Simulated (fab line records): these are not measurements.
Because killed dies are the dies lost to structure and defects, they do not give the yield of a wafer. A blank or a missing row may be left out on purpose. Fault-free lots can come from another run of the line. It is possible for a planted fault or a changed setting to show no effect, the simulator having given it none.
Comparing a struck lot with a sound one :: flow sky130 :: 26 out of 708 route steps
Sound: these wafers, L819.2, L819.4, L819.5. Wafers L816.1, L816.2, L816.5 were the ones struck. The cause is given at the end.
Order at every step that has rows: each side's tool, ch and its chambers, its first start. Under that, the readings that differ: sound wafers :: struck wafers :: difference of the means :: sigmas: that difference in standard deviations of wafers without a fault.
alike: readings with means less than 2 such deviations apart, plus words and numbers identical on both sides. not compared: withheld readings, readings lacking a value on some wafer, bounds such as >300 that could conceal the same value, and numbers that have no deviation in the record and whose values overlap.
The two part at a step that has a row with sigmas, a row that says differs or no value, or rows on one side only. When numbers do not overlap yet have no deviation, they are printed without sigmas and do not part them. A reading that every wafer of one side lacks parts them only if that side has two wafers or more.

SKY_VT_ADJUST_LVTN_STRIP_20: strips in O2/N2.
  sound on plasma-asher-03 ch 0,1, day 12 03:30; struck on plasma-asher-02 ch 0,1, day 10 23:28
  alike: chamber-pressure-mTorr, drypump-motor-current-A, n2-flow-sccm, oes-product-au, strip-time-to-endpoint-s
  not compared: rf-hours-counter-h
SKY_VT_ADJUST_LVTN_TW_MEAS_21:
  sound on film-metro-01, day 12 03:37; struck on film-metro-01, day 10 23:34
  alike: VT_ADJUST_LVTN_2_TW
then, 7 steps without rows for these wafers: SKY_VT_ADJUST_NCORE_DEHYDRATE_00 (time 60 s); SKY_VT_ADJUST_NCORE_HMDS_01 (prime time 60 s); SKY_VT_ADJUST_NCORE_COAT_02 (resist thk 1140 nm); SKY_VT_ADJUST_NCORE_SOFTBAKE_03 (time 60 s); SKY_VT_ADJUST_NCORE_EXPOSE_04 (exposes mask LVTN COMPLEMENT THIN, target cd 380 nm); SKY_VT_ADJUST_NCORE_PEB_05; SKY_VT_ADJUST_NCORE_DEVELOP_06 (develop time 60 s).
SKY_VT_ADJUST_NCORE_CD_MEAS_07: the cd target is 380 nm.
  sound on cd-sem-01, day 13 04:25; struck on cd-sem-02, day 11 23:04
  alike: cd-nm
SKY_VT_ADJUST_NCORE_OVL_MEAS_08:
  sound on overlay-02, day 13 04:31; struck on overlay-02, day 11 23:11
  alike: VT_ADJUST_NCORE_OVL
following that, these wafers have no rows for 1 step: SKY_VT_ADJUST_NCORE_IMPLANT_09.
SKY_VT_ADJUST_NCORE_STRIP_10: strips in O2/N2.
  sound on plasma-asher-03 ch 0,1, day 13 04:42; struck on plasma-asher-01 ch 0,1, day 11 23:22
  no value came back on the struck wafers for any of 5 readings (chamber-pressure-mTorr (mTorr), drypump-motor-current-A (A) and others); on the sound wafers chamber-pressure-mTorr (mTorr) reads 1497.6 1498.7 1500.3
reading: model.NOVOLAK_of_VT_ADJUST_NCORE_COAT_02.thk-nm (nm)
sound: 0 0 0
struck: 1137 1139 1139
difference: +1138
sigmas: 
  not compared: rf-hours-counter-h
SKY_VT_ADJUST_NCORE_TW_MEAS_11:
  sound on film-metro-02, day 13 04:49; struck on film-metro-04, day 11 23:28
  alike: VT_ADJUST_NCORE_TW
then, 7 steps without rows for these wafers: SKY_VT_ADJUST_HVTR_DEHYDRATE_00 (time 60 s); SKY_VT_ADJUST_HVTR_HMDS_01 (prime time 60 s); SKY_VT_ADJUST_HVTR_COAT_02 (resist thk 1140 nm); SKY_VT_ADJUST_HVTR_SOFTBAKE_03 (time 60 s); SKY_VT_ADJUST_HVTR_EXPOSE_04 (exposes mask HVTRM, target cd 380 nm); SKY_VT_ADJUST_HVTR_PEB_05; SKY_VT_ADJUST_HVTR_DEVELOP_06 (develop time 60 s).
SKY_VT_ADJUST_HVTR_CD_MEAS_07: the cd target is 380 nm.
  sound on cd-sem-02, day 14 06:40; struck on cd-sem-02, day 12 23:39
  alike: cd-nm
SKY_VT_ADJUST_HVTR_OVL_MEAS_08:
  sound on overlay-02, day 14 06:46; struck on overlay-01, day 12 23:46
reading: VT_ADJUST_HVTR_OVL (nm)
sound: 0.6 1.8 0.1
struck: 4.1 4.9 3.0
difference: +3.2
sigmas: +2
following that, these wafers have no rows for 1 step: SKY_VT_ADJUST_HVTR_IMPLANT_09.
SKY_VT_ADJUST_HVTR_STRIP_10: strips in O2/N2.
  sound on plasma-asher-02 ch 0, day 14 06:56; struck on plasma-asher-02 ch 0,1, day 12 23:57
reading: strip-time-to-endpoint-s (s)
sound: 14.19 14.18 14.16
struck: 31.12 31.19 31.17
difference: +16.98
sigmas: +99 or more
  alike: chamber-pressure-mTorr, drypump-motor-current-A, n2-flow-sccm, oes-product-au
  not compared: rf-hours-counter-h
SKY_VT_ADJUST_HVTR_TW_MEAS_11:
  sound on film-metro-02, day 14 07:03; struck on film-metro-01, day 13 00:17
reading: VT_ADJUST_HVTR_TW
sound: 207.6 206.7 205.7
struck: 30.0 30.1 29.8
difference: -176.7
sigmas: -93
  not compared: hold

WHERE THEY PART
At SKY_VT_ADJUST_NCORE_STRIP_10 first; at SKY_VT_ADJUST_HVTR_TW_MEAS_11 last (within this record only).

WHY: the cause the simulator had injected
Whole step skipped at SKY_VT_ADJUST_NCORE_STRIP_10 on plasma-asher-01, starting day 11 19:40. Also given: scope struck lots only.
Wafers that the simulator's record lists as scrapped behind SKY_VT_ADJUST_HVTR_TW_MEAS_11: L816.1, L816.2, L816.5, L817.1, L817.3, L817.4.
